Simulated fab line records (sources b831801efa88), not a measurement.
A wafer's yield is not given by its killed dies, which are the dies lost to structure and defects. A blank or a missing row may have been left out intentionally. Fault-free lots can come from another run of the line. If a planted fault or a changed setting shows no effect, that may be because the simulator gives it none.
fab line records ; flow sky130 ; part 1 of 2: steps 1 to 25 of 34
record: lots: 5; wafers: 15; lastDay: 50
route steps=708 shown RES_XHIGH@360 SALICIDE@361 LI_CONTACT@362 LOCAL_INTERCONNECT@387
lots with no fault: from the same line, run without faults
startH: hours from the record's opening day to when the first of the lot's shown wafers began ; waitH: hours elapsed since this lot's preceding step ; " the same as in the row above ; L1.1+2: a row that stands for several wafers ; - no value, or no start given ; * or withheld: withheld ; < > ~ a bound
route shown NAME@n: a module of which the file shows steps, and the number in the route of the first ; usual: mean and standard deviation over wafers with no fault ; same: alike in all rows ; chamber/n: place in a boat ; sites: readings site by site ; _std_site: the standard deviation of these ; _edge_site: inner sites' mean taken away from outer sites' mean ; radiusMm: how far each site lies from the wafer's centre ; mask NAME#n: copy n ; behind: the tool/chamber that last shaped the wafer ; hold: the reason the lot was held/the length of the hold in hours/how it ended ; device: the n, p or np transistor that did not switch ; end of line: the route-end tests of the same wafers ; a step given without rows: its recipe and nothing more ; killed: dies lost to structure and defects at the first sort, not the wafer's yield ; map: the dies of a wafer, with x for killed, . for not killed, _ for no die there
set.NAME: the run value of the setting; set.NAME@STEP: its run value at that earlier step ; model.NAME: the simulator's own value behind a step, which no gauge read
lots seen at some steps along the route; tables by step, rows by wafer
services: from which hour (startH, from the record's first day; less than 0 if before it) a tool's chamber was out of use, for how many hours, and why
== steps ==
step: SKY_SD_N_RS_MEAS_18
recipe: thkMeasGauge: four-point-probe
usual: RES_XHIGH_RS: 332.9/1.5
lot.wafer;tool;chamber;startH;waitH;RES_XHIGH_RS[ohm/sq]
L075.1;filmMetro-03;-;652.81;0.1;334.4
L075.4;filmMetro-03;-;652.81;0.1;334.9
L075.5;filmMetro-03;-;652.81;0.1;334.1
L077.1;filmMetro-03;-;670.25;0.1;334.1
L077.4;filmMetro-03;-;670.25;0.1;335.3
L077.5;filmMetro-03;-;670.25;0.1;333.6
L081.1;filmMetro-03;-;702.71;0.1;330.4
L081.2;filmMetro-03;-;702.71;0.1;330.1
L081.4;filmMetro-03;-;702.71;0.1;330.6
L088.2;filmMetro-04;-;760.32;0.1;335.5
L088.5;filmMetro-04;-;760.32;0.1;334.3
L088.6;filmMetro-04;-;760.32;0.1;335.0
L097.1;filmMetro-03;-;824.46;0.1;330.7
L097.3;filmMetro-03;-;824.46;0.1;330.5
L097.6;filmMetro-03;-;824.46;0.1;330.3
step: SKY_SALICIDE_CLEAN_00
recipe: chemistry: HF-last; timeS: 30; dilution: 100:1; dry: ipaMarangoni
lot.wafer;tool;chamber;startH;waitH
L075.1+4+5;wetBench-02;1;652.93;0.1
L077.1+4+5;wetBench-03;0;670.37;0.1
L081.1+2+4;wetBench-03;3;702.83;0.1
L088.2+5+6;wetBench-02;3;760.42;0.1
L097.1+3+6;wetBench-03;3;824.58;0.1
step: SKY_LI_CONTACT_HDPCVD_00
recipe: material: PSG; targetThkNm: 930; sigmaOpenFrac: 0.3; timeS: 155; tempC: 600; sih4FlowSccm: 60; pressureMtorr: 6
usual: susceptorTempC: 600.00/0.3
lot.wafer;tool;chamber;startH;waitH;susceptorTempC
L075.1;hdpcvd-02;1;654.23;1.3;599.83
L075.4;hdpcvd-02;1;654.23;1.3;599.80
L075.5;hdpcvd-02;0;654.23;1.3;600.15
L077.1;hdpcvd-02;2;670.39;0.0;599.92
L077.4;hdpcvd-02;2;670.39;0.0;600.53
L077.5;hdpcvd-02;0;670.39;0.0;599.86
L081.1;hdpcvd-02;1;702.85;0.0;599.91
L081.2;hdpcvd-02;2;702.85;0.0;600.33
L081.4;hdpcvd-02;1;702.85;0.0;600.27
L088.2;hdpcvd-01;2;760.44;0.0;599.57
L088.5;hdpcvd-01;1;760.44;0.0;599.63
L088.6;hdpcvd-01;0;760.44;0.0;600.11
L097.1;hdpcvd-02;2;824.59;0.0;599.90
L097.3;hdpcvd-02;0;824.59;0.0;600.63
L097.6;hdpcvd-02;0;824.59;0.0;600.22
step: SKY_LI_CONTACT_THK_MEAS_01
recipe: reads: PSG_of_LI_CONTACT_HDPCVD_00
usual: LI_CONTACT_HDPCVD_THK: 931/9.4
lot.wafer;tool;chamber;startH;waitH;LI_CONTACT_HDPCVD_THK[nm]
L075.1;filmMetro-02;-;654.33;0.1;930
L075.4;filmMetro-02;-;654.33;0.1;942
L075.5;filmMetro-02;-;654.33;0.1;948
L077.1;filmMetro-02;-;670.49;0.1;937
L077.4;filmMetro-02;-;670.49;0.1;947
L077.5;filmMetro-02;-;670.49;0.1;949
L081.1;filmMetro-02;-;703.00;0.1;927
L081.2;filmMetro-02;-;703.00;0.1;926
L081.4;filmMetro-02;-;703.00;0.1;931
L088.2;filmMetro-02;-;760.55;0.1;927
L088.5;filmMetro-02;-;760.55;0.1;931
L088.6;filmMetro-02;-;760.55;0.1;913
L097.1;filmMetro-02;-;824.70;0.1;935
L097.3;filmMetro-02;-;824.70;0.1;933
L097.6;filmMetro-02;-;824.70;0.1;946
step: SKY_LI_CONTACT_CMP_02
recipe: material: PSG; downForcePsi: 4; platenRpm: 60; padVelocityMS: 0.94248
usual: motorCurrentA: 12.1/1.7; platenRpm: 59.99/0.044; timeToEndpointS: 32.6/2.7
lot.wafer;tool;chamber;startH;waitH;motorCurrentA;platenRpm;timeToEndpointS
L075.1;cmp-01;0;654.59;0.3;10.0;59.96;29.8
L075.4;cmp-01;2;654.59;0.3;13.3;60.01;31.0
L075.5;cmp-01;0;654.59;0.3;10.1;59.90;32.4
L077.4;cmp-02;0;670.60;0.1;11.7;60.02;37.8
L077.1;cmp-02;2;670.60;0.1;13.8;59.99;34.8
L077.5;cmp-02;3;670.60;0.1;13.3;59.90;37.0
L081.1;cmp-02;0;703.06;0.1;11.5;60.02;32.9
L081.4;cmp-02;2;703.06;0.1;13.1;59.98;33.8
L081.2;cmp-02;3;703.06;0.1;13.3;60.05;31.9
L088.2;cmp-02;3;760.70;0.1;13.0;60.03;31.4
L088.5;cmp-02;1;760.70;0.1;13.4;59.98;27.1
L088.6;cmp-02;2;760.70;0.1;13.7;60.04;26.9
L097.1;cmp-02;1;824.86;0.1;13.0;59.98;28.9
L097.3;cmp-02;2;824.86;0.1;14.0;59.97;28.2
L097.6;cmp-02;3;824.86;0.1;14.0;59.95;32.2
step: SKY_LI_CONTACT_BOW_MEAS_03
recipe: mode: bow
usual: LI_CONTACT_BOW: 56/6.4
lot.wafer;tool;chamber;startH;waitH;LI_CONTACT_BOW[um]
L075.1;filmMetro-03;-;654.89;0.2;54
L075.4;filmMetro-03;-;654.89;0.2;50
L075.5;filmMetro-03;-;654.89;0.2;51
L077.1;filmMetro-03;-;670.85;0.1;46
L077.4;filmMetro-03;-;670.85;0.1;52
L077.5;filmMetro-03;-;670.85;0.1;53
L081.1;filmMetro-02;-;703.36;0.2;49
L081.2;filmMetro-02;-;703.36;0.2;54
L081.4;filmMetro-02;-;703.36;0.2;47
L088.2;filmMetro-03;-;760.92;0.2;49
L088.5;filmMetro-03;-;760.92;0.2;57
L088.6;filmMetro-03;-;760.92;0.2;61
L097.1;filmMetro-03;-;825.06;0.1;39
L097.3;filmMetro-03;-;825.06;0.1;60
L097.6;filmMetro-03;-;825.06;0.1;59
step: SKY_LI_CONTACT_DEHYDRATE_04
recipe: tempC: 200; timeS: 60
usual: exhaustPa: 45.1/1.1
lot.wafer;tool;chamber;startH;waitH;exhaustPa
L075.1;lithoTrack-04;0;667.28;12.4;46.7
L075.4;lithoTrack-04;0;667.28;12.4;46.0
L075.5;lithoTrack-04;0;667.28;12.4;46.0
L077.1;lithoTrack-01;0;684.97;14.1;45.9
L077.4;lithoTrack-01;0;684.97;14.1;45.0
L077.5;lithoTrack-01;0;684.97;14.1;45.6
L081.1;lithoTrack-01;0;716.67;13.3;45.3
L081.2;lithoTrack-01;0;716.67;13.3;44.7
L081.4;lithoTrack-01;0;716.67;13.3;45.4
L088.2;lithoTrack-04;0;773.95;13.0;44.9
L088.5;lithoTrack-04;0;773.95;13.0;44.8
L088.6;lithoTrack-04;0;773.95;13.0;45.0
L097.1;lithoTrack-03;0;836.67;11.6;44.8
L097.3;lithoTrack-03;0;836.67;11.6;44.8
L097.6;lithoTrack-03;0;836.67;11.6;45.6
step: SKY_LI_CONTACT_HMDS_05
recipe: primeTimeS: 60; primeTempC: 120
usual: exhaustPa: 45.1/0.93; primeTempC: 120.02/0.12
same: primeTimeS: 60
lot.wafer;tool;chamber;startH;waitH;exhaustPa;primeTempC
L075.1;lithoTrack-04;0;667.43;0.1;46.8;120.03
L075.4;lithoTrack-04;0;667.43;0.1;44.7;120.16
L075.5;lithoTrack-04;0;667.43;0.1;45.5;119.78
L077.1;lithoTrack-01;0;685.12;0.1;45.2;120.13
L077.4;lithoTrack-01;0;685.12;0.1;44.8;119.99
L077.5;lithoTrack-01;0;685.12;0.1;45.3;120.01
L081.1;lithoTrack-01;0;716.82;0.1;46.9;120.17
L081.2;lithoTrack-01;0;716.82;0.1;46.3;120.08
L081.4;lithoTrack-01;0;716.82;0.1;46.7;120.30
L088.2;lithoTrack-04;0;774.10;0.1;45.4;119.89
L088.5;lithoTrack-04;0;774.10;0.1;44.4;120.01
L088.6;lithoTrack-04;0;774.10;0.1;44.9;120.20
L097.1;lithoTrack-03;0;836.82;0.1;46.0;120.06
L097.3;lithoTrack-03;0;836.82;0.1;44.5;119.88
L097.6;lithoTrack-03;0;836.82;0.1;44.6;119.92
step: SKY_LI_CONTACT_COAT_06
recipe: resist: BARC; tempC: withheld; timeS: withheld; spinRpm: 3000; resistThkNm: 60
usual: exhaustPa: 45.0/0.96
lot.wafer;tool;chamber;startH;waitH;exhaustPa
L075.1;lithoTrack-04;0;667.58;0.1;45.2
L075.4;lithoTrack-04;0;667.58;0.1;46.3
L075.5;lithoTrack-04;0;667.58;0.1;44.6
L077.1;lithoTrack-01;0;685.27;0.1;44.8
L077.4;lithoTrack-01;0;685.27;0.1;46.2
L077.5;lithoTrack-01;0;685.27;0.1;43.5
L081.1;lithoTrack-01;0;716.97;0.1;44.0
L081.2;lithoTrack-01;0;716.97;0.1;44.2
L081.4;lithoTrack-01;0;716.97;0.1;45.3
L088.2;lithoTrack-04;0;774.25;0.1;45.6
L088.5;lithoTrack-04;0;774.25;0.1;45.7
L088.6;lithoTrack-04;0;774.25;0.1;46.3
L097.1;lithoTrack-03;0;836.97;0.1;46.2
L097.3;lithoTrack-03;0;836.97;0.1;46.7
L097.6;lithoTrack-03;0;836.97;0.1;46.3
step: SKY_LI_CONTACT_COAT_07
recipe: resist: KrF-thick; spinRpm: 3000; resistThkNm: 450
usual: exhaustPa: 44.9/0.8
lot.wafer;tool;chamber;startH;waitH;exhaustPa
L075.1;lithoTrack-04;0;-;-;44.6
L075.4;lithoTrack-04;0;-;-;44.9
L075.5;lithoTrack-04;0;-;-;44.1
L077.1;lithoTrack-01;0;-;-;44.9
L077.4;lithoTrack-01;0;-;-;42.9
L077.5;lithoTrack-01;0;-;-;44.7
L081.1;lithoTrack-01;0;-;-;45.4
L081.2;lithoTrack-01;0;-;-;44.3
L081.4;lithoTrack-01;0;-;-;46.1
L088.2;lithoTrack-04;0;-;-;45.0
L088.5;lithoTrack-04;0;-;-;46.5
L088.6;lithoTrack-04;0;-;-;45.3
L097.1;lithoTrack-03;0;-;-;45.4
L097.3;lithoTrack-03;0;-;-;44.9
L097.6;lithoTrack-03;0;-;-;45.5
step: SKY_LI_CONTACT_SOFTBAKE_08
recipe: tempC: 100; timeS: 90; resist: KrF-thick
usual: exhaustPa: 44.9/0.86
lot.wafer;tool;chamber;startH;waitH;exhaustPa
L075.1;lithoTrack-04;0;-;-;43.3
L075.4;lithoTrack-04;0;-;-;42.5
L075.5;lithoTrack-04;0;-;-;44.6
L077.1;lithoTrack-01;0;-;-;44.4
L077.4;lithoTrack-01;0;-;-;44.9
L077.5;lithoTrack-01;0;-;-;44.5
L081.1;lithoTrack-01;0;-;-;47.0
L081.2;lithoTrack-01;0;-;-;45.6
L081.4;lithoTrack-01;0;-;-;45.1
L088.2;lithoTrack-04;0;-;-;44.2
L088.5;lithoTrack-04;0;-;-;44.2
L088.6;lithoTrack-04;0;-;-;44.7
L097.1;lithoTrack-03;0;-;-;44.3
L097.3;lithoTrack-03;0;-;-;43.9
L097.6;lithoTrack-03;0;-;-;44.2
step: SKY_LI_CONTACT_EXPOSE_09
recipe: maskId: LICM1; na: 0.8; sourceShape: annular; sigmaInner: 0.55; sigmaOuter: 0.85; targetCdNm: 170; doseMj: 38
usual: stageVelMmS: 499.98/0.2
lot.wafer;tool;chamber;startH;waitH;mask;stageVelMmS
L075.1;krfScanner-02;0;-;-;LICM1#0;500.07
L075.4;krfScanner-02;0;-;-;LICM1#0;500.20
L075.5;krfScanner-02;0;-;-;LICM1#0;499.75
L077.1;krfScanner-02;0;-;-;LICM1#0;499.93
L077.4;krfScanner-02;0;-;-;LICM1#0;500.01
L077.5;krfScanner-02;0;-;-;LICM1#0;499.93
L081.1;krfScanner-02;0;-;-;LICM1#0;499.94
L081.2;krfScanner-02;0;-;-;LICM1#0;499.88
L081.4;krfScanner-02;0;-;-;LICM1#0;499.75
L088.2;krfScanner-02;0;-;-;LICM1#0;499.63
L088.5;krfScanner-02;0;-;-;LICM1#0;500.23
L088.6;krfScanner-02;0;-;-;LICM1#0;500.16
L097.1;krfScanner-02;0;-;-;LICM1#0;499.79
L097.3;krfScanner-02;0;-;-;LICM1#0;499.99
L097.6;krfScanner-02;0;-;-;LICM1#0;499.77
step: SKY_LI_CONTACT_PEB_10
recipe: pebTempC: withheld; pebTimeS: withheld; resist: KrF-thick
usual: exhaustPa: 45.1/0.92
lot.wafer;tool;chamber;startH;waitH;exhaustPa
L075.1;lithoTrack-03;0;-;-;44.6
L075.4;lithoTrack-03;0;-;-;43.9
L075.5;lithoTrack-03;0;-;-;45.4
L077.1;lithoTrack-04;0;-;-;45.4
L077.4;lithoTrack-04;0;-;-;45.4
L077.5;lithoTrack-04;0;-;-;45.1
L081.1;lithoTrack-04;0;-;-;46.9
L081.2;lithoTrack-04;0;-;-;45.9
L081.4;lithoTrack-04;0;-;-;45.2
L088.2;lithoTrack-04;0;-;-;44.9
L088.5;lithoTrack-04;0;-;-;44.6
L088.6;lithoTrack-04;0;-;-;43.5
L097.1;lithoTrack-04;0;-;-;45.3
L097.3;lithoTrack-04;0;-;-;45.8
L097.6;lithoTrack-04;0;-;-;45.2
step: SKY_LI_CONTACT_DEVELOP_11
recipe: developTimeS: 60; resist: KrF-thick; devTempC: 21
usual: exhaustPa: 44.9/0.9
lot.wafer;tool;chamber;startH;waitH;exhaustPa
L075.1;lithoTrack-03;0;-;-;45.7
L075.4;lithoTrack-03;0;-;-;45.9
L075.5;lithoTrack-03;0;-;-;46.0
L077.1;lithoTrack-04;0;-;-;44.8
L077.4;lithoTrack-04;0;-;-;44.4
L077.5;lithoTrack-04;0;-;-;44.6
L081.1;lithoTrack-04;0;-;-;44.6
L081.2;lithoTrack-04;0;-;-;44.1
L081.4;lithoTrack-04;0;-;-;45.0
L088.2;lithoTrack-04;0;-;-;44.1
L088.5;lithoTrack-04;0;-;-;44.3
L088.6;lithoTrack-04;0;-;-;45.3
L097.1;lithoTrack-04;0;-;-;44.1
L097.3;lithoTrack-04;0;-;-;44.4
L097.6;lithoTrack-04;0;-;-;44.9
step: SKY_LI_CONTACT_CD_MEAS_12
recipe: targetCdNm: 170
usual: cdNm: 169.7/1.4
lot.wafer;tool;chamber;startH;waitH;cdNm
L075.1;cdSem-01;-;683.12;-;170.8
L075.4;cdSem-01;-;683.12;-;170.0
L075.5;cdSem-01;-;683.12;-;169.6
L077.1;cdSem-01;-;699.43;-;170.0
L077.4;cdSem-01;-;699.43;-;170.1
L077.5;cdSem-01;-;699.43;-;169.3
L081.1;cdSem-01;-;731.38;-;172.1
L081.2;cdSem-01;-;731.38;-;169.7
L081.4;cdSem-01;-;731.38;-;171.5
L088.2;cdSem-02;-;787.70;-;169.9
L088.5;cdSem-02;-;787.70;-;170.6
L088.6;cdSem-02;-;787.70;-;170.7
L097.1;cdSem-01;-;850.43;-;169.5
L097.3;cdSem-01;-;850.43;-;169.1
L097.6;cdSem-01;-;850.43;-;170.3
step: SKY_LI_CONTACT_OVL_MEAS_13
usual: LI_CONTACT_OVL: -2/6.6
lot.wafer;tool;chamber;startH;waitH;LI_CONTACT_OVL[nm]
L075.1;overlay-02;-;683.27;0.1;0
L075.4;overlay-02;-;683.27;0.1;4
L075.5;overlay-02;-;683.27;0.1;1
L077.1;overlay-01;-;699.55;0.1;-9
L077.4;overlay-01;-;699.55;0.1;-14
L077.5;overlay-01;-;699.55;0.1;-8
L081.1;overlay-01;-;731.50;0.1;-9
L081.2;overlay-01;-;731.50;0.1;-6
L081.4;overlay-01;-;731.50;0.1;-3
L088.2;overlay-02;-;787.80;0.1;-1
L088.5;overlay-02;-;787.80;0.1;6
L088.6;overlay-02;-;787.80;0.1;1
L097.1;overlay-02;-;850.55;0.1;-5
L097.3;overlay-02;-;850.55;0.1;0
L097.6;overlay-02;-;850.55;0.1;-1
step: SKY_LI_CONTACT_ETCH_14
recipe: chemistry: N2/H2; target: BARC; ionEnergyEv: 200; sourceW: 500; biasW: 100; pressureMtorr: 30; n2FlowSccm: 100; h2FlowSccm: 200; stopOn: SiO2; timeS: 45.9; targetDepthA: 600
usual: drypumpMotorCurrentA: 5.6/0.32; oesProductAu: 0.855/0.0046; throttleValvePct: 13.226/0.009
lot.wafer;tool;chamber;startH;waitH;drypumpMotorCurrentA;oesProductAu;rfHoursCounterH;throttleValvePct
L075.1;rieDiel-03;3;683.31;0.0;5.5;0.853;14;13.229
L075.4;rieDiel-03;0;683.31;0.0;5.8;0.854;16;13.247
L075.5;rieDiel-03;1;683.31;0.0;5.5;0.857;-;13.229
L077.1;rieDiel-03;0;699.58;0.0;5.8;0.855;16;13.230
L077.4;rieDiel-03;2;699.58;0.0;6.3;0.859;5;13.229
L077.5;rieDiel-03;0;699.58;0.0;5.9;0.853;-;13.224
L081.1;rieDiel-04;3;731.53;0.0;5.3;0.856;50;13.222
L081.2;rieDiel-04;1;731.53;0.0;5.8;0.860;20;13.214
L081.4;rieDiel-04;2;731.53;0.0;5.2;0.859;12;13.219
L088.2;rieDiel-03;1;787.83;0.0;5.5;0.857;7;13.226
L088.5;rieDiel-03;0;787.83;0.0;5.8;0.856;-;13.245
L088.6;rieDiel-03;3;787.83;0.0;5.5;0.853;-;13.218
L097.1;rieDiel-02;0;850.58;0.0;5.6;0.850;18;13.225
L097.3;rieDiel-02;2;850.58;0.0;6.0;0.861;10;13.214
L097.6;rieDiel-02;1;850.58;0.0;5.7;0.850;-;13.228
step: SKY_LI_CONTACT_ETCH_15
recipe: target: PSG; chemistry: C4F8/O2/Ar; stopOn: Si; taperDeg: 4.15; maskMaterial: KrF-thick; sourceW: 1500; biasW: 1200; pressureMtorr: 40; c4f8FlowSccm: withheld; O2_flow_sccm: 6; Ar_flow_sccm: 300; timeS: withheld; targetDepthA: 6000
usual: oesProductAu: 0.836/0.005
lot.wafer;tool;chamber;startH;waitH;oesProductAu
L075.1;rieDiel-03;3;683.35;0.0;0.835
L075.4;rieDiel-03;0;683.35;0.0;0.834
L075.5;rieDiel-03;1;683.35;0.0;0.840
L077.1;rieDiel-03;0;699.63;0.0;0.834
L077.4;rieDiel-03;2;699.63;0.0;0.839
L077.5;rieDiel-03;0;699.63;0.0;0.838
L081.1;rieDiel-04;3;731.58;0.0;0.837
L081.2;rieDiel-04;1;731.58;0.0;0.838
L081.4;rieDiel-04;2;731.58;0.0;0.837
L088.2;rieDiel-03;1;787.88;0.0;0.834
L088.5;rieDiel-03;0;787.88;0.0;0.840
L088.6;rieDiel-03;3;787.88;0.0;0.838
L097.1;rieDiel-02;0;850.63;0.0;0.842
L097.3;rieDiel-02;2;850.63;0.0;0.833
L097.6;rieDiel-02;1;850.63;0.0;0.839
step: SKY_LI_CONTACT_STRIP_16
recipe: chemistry: O2/N2; powerW: 1400; pressureMtorr: 1500; platenTempC: withheld; o2FlowSccm: 3000; n2FlowSccm: 300; overashFraction: 0.5
usual: drypumpMotorCurrentA: 5.84/0.092; oesProductAu: 0.375/0.0042; stripTimeToEndpointS: 3.491/0.027
lot.wafer;tool;chamber;startH;waitH;drypumpMotorCurrentA;oesProductAu;rfHoursCounterH;stripTimeToEndpointS
L075.1;plasmaAsher-02;1;683.44;-;5.80;0.374;58;3.511
L075.4;plasmaAsher-02;1;683.44;-;5.80;0.375;-;3.478
L075.5;plasmaAsher-02;0;683.44;-;5.72;0.381;-;3.524
L077.1;plasmaAsher-01;1;699.71;-;5.94;0.383;96;3.449
L077.4;plasmaAsher-01;1;699.71;-;5.92;0.370;-;3.438
L077.5;plasmaAsher-01;1;699.71;-;5.92;0.380;-;3.459
L081.1;plasmaAsher-02;0;731.66;-;5.70;0.375;63;3.512
L081.2;plasmaAsher-02;1;731.66;-;5.78;0.381;63;3.511
L081.4;plasmaAsher-02;0;731.66;-;5.71;0.384;-;3.492
L088.2;plasmaAsher-01;0;787.96;-;5.85;0.379;4;3.491
L088.5;plasmaAsher-01;0;787.96;-;5.84;0.378;-;3.477
L088.6;plasmaAsher-01;1;787.96;-;5.95;0.371;-;3.479
L097.1;plasmaAsher-04;0;850.71;-;5.81;0.374;43;3.455
L097.3;plasmaAsher-04;0;850.71;-;5.79;0.375;-;3.499
L097.6;plasmaAsher-04;0;850.71;-;5.80;0.371;-;3.527
step: SKY_LI_CONTACT_CLEAN_17
recipe: chemistry: NMP; timeS: 600; tempC: 60; dry: n2Spin
lot.wafer;tool;chamber;startH;waitH
L075.1+4+5;wetBench-04;1;683.54;0.1
L077.1+4+5;wetBench-04;0;699.81;0.1
L081.1+2+4;wetBench-04;0;731.76;0.1
L088.2+5+6;wetBench-02;3;788.06;0.1
L097.1+3+6;wetBench-04;3;850.81;0.1
step: SKY_LI_CONTACT_PRE_CLEAN_18
recipe: gas: Ar; timeS: 5.6; biasV: 358
lot.wafer;tool;chamber;startH;waitH
L075.1+4+5;pvdSputter-04;-;683.71;0.0
L077.1+4+5;pvdSputter-03;-;699.99;0.0
L081.1+2+4;pvdSputter-03;-;731.95;0.0
L088.2+5+6;pvdSputter-03;-;788.24;0.0
L097.1+3+6;pvdSputter-03;-;851.19;0.0
step: SKY_LI_CONTACT_SPUTTER_19
recipe: material: Ti; targetThkNm: 20; chamberPressurePa: 5; powerW: 2500; substrateTempC: 200; timeS: 106.37
usual: throttleValvePct: 29.9/0.93
lot.wafer;tool;chamber;startH;waitH;throttleValvePct
L075.1;pvdSputter-04;-;683.73;0.0;29.5
L075.4;pvdSputter-04;-;683.73;0.0;28.9
L075.5;pvdSputter-04;-;683.73;0.0;29.7
L077.1;pvdSputter-03;-;700.01;0.0;31.3
L077.4;pvdSputter-03;-;700.01;0.0;29.0
L077.5;pvdSputter-03;-;700.01;0.0;29.1
L081.1;pvdSputter-03;-;731.97;0.0;30.4
L081.2;pvdSputter-03;-;731.97;0.0;29.1
L081.4;pvdSputter-03;-;731.97;0.0;29.1
L088.2;pvdSputter-03;-;788.26;0.0;28.9
L088.5;pvdSputter-03;-;788.26;0.0;30.6
L088.6;pvdSputter-03;-;788.26;0.0;29.0
L097.1;pvdSputter-03;-;851.21;0.0;29.0
L097.3;pvdSputter-03;-;851.21;0.0;30.9
L097.6;pvdSputter-03;-;851.21;0.0;30.9
step: SKY_LI_CONTACT_SPUTTER_20
recipe: material: TiN; targetThkNm: 20; chamberPressurePa: 5; powerW: 4000; timeS: 80
usual: throttleValvePct: 30.0/0.94
lot.wafer;tool;chamber;startH;waitH;throttleValvePct
L075.1;pvdSputter-04;-;683.81;0.0;29.4
L075.4;pvdSputter-04;-;683.81;0.0;29.1
L075.5;pvdSputter-04;-;683.81;0.0;29.6
L077.1;pvdSputter-03;-;700.08;0.0;31.0
L077.4;pvdSputter-03;-;700.08;0.0;29.2
L077.5;pvdSputter-03;-;700.08;0.0;29.0
L081.1;pvdSputter-03;-;732.05;0.0;30.3
L081.2;pvdSputter-03;-;732.05;0.0;29.2
L081.4;pvdSputter-03;-;732.05;0.0;29.0
L088.2;pvdSputter-03;-;788.33;0.0;29.0
L088.5;pvdSputter-03;-;788.33;0.0;30.3
L088.6;pvdSputter-03;-;788.33;0.0;29.0
L097.1;pvdSputter-03;-;851.29;0.0;29.2
L097.3;pvdSputter-03;-;851.29;0.0;30.8
L097.6;pvdSputter-03;-;851.29;0.0;31.2
step: SKY_LI_CONTACT_CVD_21
recipe: material: W; targetThkNm: 400; timeS: 120.56; tempC: 400; pressureTorr: 40
usual: heaterPowerW: 890/36; susceptorTempC: 400.01/0.23
lot.wafer;tool;chamber;startH;waitH;heaterPowerW;susceptorTempC
L075.1;cvdW-02;1;683.87;0.0;878;399.79
L075.4;cvdW-02;0;683.87;0.0;932;400.04
L075.5;cvdW-02;0;683.87;0.0;931;399.86
L077.1;cvdW-02;1;700.14;0.0;897;400.04
L077.4;cvdW-02;1;700.14;0.0;896;400.03
L077.5;cvdW-02;1;700.14;0.0;872;399.96
L081.1;cvdW-01;0;732.11;0.0;868;399.71
L081.2;cvdW-01;1;732.11;0.0;858;400.44
L081.4;cvdW-01;1;732.11;0.0;869;400.27
L088.2;cvdW-01;0;788.39;0.0;853;399.85
L088.5;cvdW-01;1;788.39;0.0;854;400.11
L088.6;cvdW-01;0;788.39;0.0;858;399.99
L097.1;cvdW-02;1;851.35;0.0;869;400.02
L097.3;cvdW-02;1;851.35;0.0;863;400.14
L097.6;cvdW-02;1;851.35;0.0;876;399.96
step: SKY_LI_CONTACT_RS_MEAS_22
recipe: thkMeasGauge: four-point-probe; reads: W_of_LI_CONTACT_CVD_21+TiN_of_LI_CONTACT_SPUTTER_20+Ti_of_LI_CONTACT_SPUTTER_19
usual: LI_CONTACT_W_RS: 0.281/0.0065
lot.wafer;tool;chamber;startH;waitH;LI_CONTACT_W_RS[ohm/sq]
L075.1;filmMetro-04;-;684.00;0.1;0.286
L075.4;filmMetro-04;-;684.00;0.1;0.271
L075.5;filmMetro-04;-;684.00;0.1;0.271
L077.1;filmMetro-02;-;700.27;0.1;0.286
L077.4;filmMetro-02;-;700.27;0.1;0.283
L077.5;filmMetro-02;-;700.27;0.1;0.284
L081.1;filmMetro-04;-;732.23;0.1;0.281
L081.2;filmMetro-04;-;732.23;0.1;0.283
L081.4;filmMetro-04;-;732.23;0.1;0.280
L088.2;filmMetro-03;-;788.54;0.1;0.286
L088.5;filmMetro-03;-;788.54;0.1;0.284
L088.6;filmMetro-03;-;788.54;0.1;0.287
L097.1;filmMetro-03;-;851.60;0.2;0.285
L097.3;filmMetro-03;-;851.60;0.2;0.285
L097.6;filmMetro-03;-;851.60;0.2;0.286
